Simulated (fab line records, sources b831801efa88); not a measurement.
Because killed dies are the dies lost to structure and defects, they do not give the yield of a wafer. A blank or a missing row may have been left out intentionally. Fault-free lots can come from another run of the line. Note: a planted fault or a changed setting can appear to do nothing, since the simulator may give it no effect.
Lot-split experiment    flow gf180mcu    route with 602 steps; 5 lots, 23 wafers read

== SPLIT DETAILS ==
At GF_V3_CMP_04 (polishes SiO2), the setting leave_above_ref_nm was moved away from the recipe's 632.5 nm on 5 of the 23 wafers read, by -4.8% to -3.2%. The other wafers ran this setting at the recipe's value.

Between the split and the reading, the file records no step.

== THE READING ==
oes_product_au, in a.u., at GF_V3_ETCH_17 (etches SiO2 in C4F8/O2/Ar, stops on TiN, target depth 635 nm). Fault-free wafers of this fab line usually give 0.856 a.u., standard deviation 0.0046 a.u.

wafer   tool, chamber at the split  leave_above_ref_nm as run, nm  against the recipe  oes_product_au, a.u.  against lot-mates on the recipe
L076.1  cmp-02, 2                   632.5                          recipe              0.854                 -
L076.4  cmp-02, 0                   632.5                          recipe              0.858                 -
L076.5  cmp-02, 2                   632.5                          recipe              0.853                 -
L077.1  cmp-01, 3                   612.3                          -3.2%               0.839                 -0.016
L077.2  cmp-01, 1                   612.3                          -3.2%               0.849                 -0.006
L077.3  cmp-01, 2                   632.5                          recipe              0.855                 -
L077.5  cmp-01, 3                   612.3                          -3.2%               0.851                 -0.004
L077.6  cmp-01, 0                   632.5                          recipe              0.856                 -
L081.1  cmp-02, 1                   632.5                          recipe              0.857                 -
L081.2  cmp-02, 3                   632.5                          recipe              0.851                 -
L081.4  cmp-02, 0                   632.5                          recipe              0.852                 -
L081.5  cmp-02, 0                   632.5                          recipe              0.855                 -
L081.6  cmp-02, 3                   632.5                          recipe              0.851                 -
L082.1  cmp-02, 0                   632.5                          recipe              0.858                 -
L082.2  cmp-02, 2                   632.5                          recipe              0.848                 -
L082.3  cmp-02, 3                   602                            -4.8%               0.825                 -0.030
L082.4  cmp-02, 1                   602                            -4.8%               0.834                 -0.021
L082.5  cmp-02, 0                   632.5                          recipe              0.858                 -
L083.1  cmp-01, 2                   632.5                          recipe              0.852                 -
L083.2  cmp-01, 3,2                 632.5                          recipe              0.858                 -
L083.3  cmp-01, 0                   632.5                          recipe              0.862                 -
L083.4  cmp-01, 1                   632.5                          recipe              0.853                 -
L083.6  cmp-01, 3,2                 632.5                          recipe              0.856                 -
The file does not say which wafer passed through which chamber wherever a row lists several chambers: such a row stands for several wafers.

FIT RESULTS
A straight line over all 23 wafers: oes_product_au changes by +0.00429 a.u. for each +1% of leave_above_ref_nm; r = +0.85; the points scatter about the line by 0.0046 a.u.
The same after taking each lot's own level away (the mean of its wafers on the recipe; 23 wafers): +0.00435 a.u. for each +1%; r = +0.86; scatter 0.0044 a.u.
On that fit, the largest move of leave_above_ref_nm shifts the reading by 0.021 a.u.
The span of the lots' own levels, 0.8532 to 0.8562 a.u., comes to 0.7 times the standard deviation stated above.
The two slopes are in agreement: the lot-to-lot level therefore moves the slope only a little.
Check: -0.0168 a.u. against its lot-mates is what the line predicts for one of the wafers moved furthest among these (-4.8%) when that wafer is left out of the fit. It came out at -0.0297 a.u. against them.

== THE OTHER SPLITS THESE WAFERS WENT THROUGH ==
Before the reading, these wafers also passed through other splits. Each is held against what the fit with the lots' levels taken away leaves over:
other split on the same wafers  wafers away from the commonest value  r with oes_product_au (lot level and that fit taken away)
GF_M3_SPUTTER_04 power_w        6                                     -0.08

== THE WHOLE CHAIN: every reading that the file lists as answering this split, in the file's order ==
step           what it does                                                  reading                                                                    change (the file's fit)                    r (the file's)
GF_V3_CMP_04   polishes SiO2                                                 SiO2_of_V3_CVD_02.thk_nm (the simulator's own value, which no gauge read)  +6.81 nm for each +1% of the setting       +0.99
GF_V3_ETCH_17  etches SiO2 in C4F8/O2/Ar, stops on TiN, target depth 635 nm  oes_product_au                                                             +0.00455 a.u. for each +1% of the setting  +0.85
GF_V3_ETCH_17  etches SiO2 in C4F8/O2/Ar, stops on TiN, target depth 635 nm  V3.feature_depth_nm (the simulator's own value, which no gauge read)       +6.81 nm for each +1% of the setting       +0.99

== THE FILE'S OWN FIT ==
oes_product_au changes by +0.00455 a.u. for each +1% of leave_above_ref_nm, r = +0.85.
